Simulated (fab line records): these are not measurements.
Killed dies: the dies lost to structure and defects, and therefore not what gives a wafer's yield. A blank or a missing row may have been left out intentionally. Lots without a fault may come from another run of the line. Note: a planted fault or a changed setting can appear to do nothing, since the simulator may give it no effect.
Chamber matching / flow gf180mcu / pecvd-02 running GF_V2_CVD_02: 3 sister chambers
The step deposits SiO2 from TEOS, target thk 850 nm, time 94.851 s. 3 wafers are shown with their chamber, then 7 later ones without.

EACH WAFER AND ITS CHAMBER
wafer=L082.4; chamber=1; heater-power-outer-w (W)=345
wafer=L083.3; chamber=2; heater-power-outer-w (W)=457
wafer=L083.5; chamber=0; heater-power-outer-w (W)=358

WAFERS WITHOUT THEIR CHAMBER
wafer=L083.6; heater-power-outer-w (W)=329
wafer=L085.3; heater-power-outer-w (W)=368
wafer=L085.5; heater-power-outer-w (W)=348
wafer=L085.6; heater-power-outer-w (W)=429
wafer=L089.1; heater-power-outer-w (W)=320
wafer=L089.2; heater-power-outer-w (W)=438
wafer=L089.4; heater-power-outer-w (W)=461

CHAMBER TAKEN BY EACH
wafer=L083.6; from the rows above=can't be placed: 1 or 0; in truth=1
wafer=L085.3; from the rows above=can't be placed: 0 or 1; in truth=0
wafer=L085.5; from the rows above=can't be placed: 1 or 0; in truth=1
wafer=L085.6; from the rows above=2; in truth=2
wafer=L089.1; from the rows above=can't be placed: 1 or 0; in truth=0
wafer=L089.2; from the rows above=2; in truth=2
wafer=L089.4; from the rows above=2; in truth=2
3 of 7 placed correctly. Cannot be placed on the basis of these rows: 4; the candidates contain the true chamber in 4. Number placed wrongly: 0.
How it was worked out, from the rows above alone: a wafer's distance from a chamber is the root of the sum, over the readings, of the square of ((its reading less the chamber's mean) divided by the reading's scatter). If the next closest chamber is less than 2 further off than the closest, the wafer can't be placed; otherwise it belongs to the closest. Each chamber's mean is taken over the wafers shown for it. The scatter: with one shown wafer a chamber, the root of the mean of the squares of how far each hidden wafer lies from its nearest shown one.
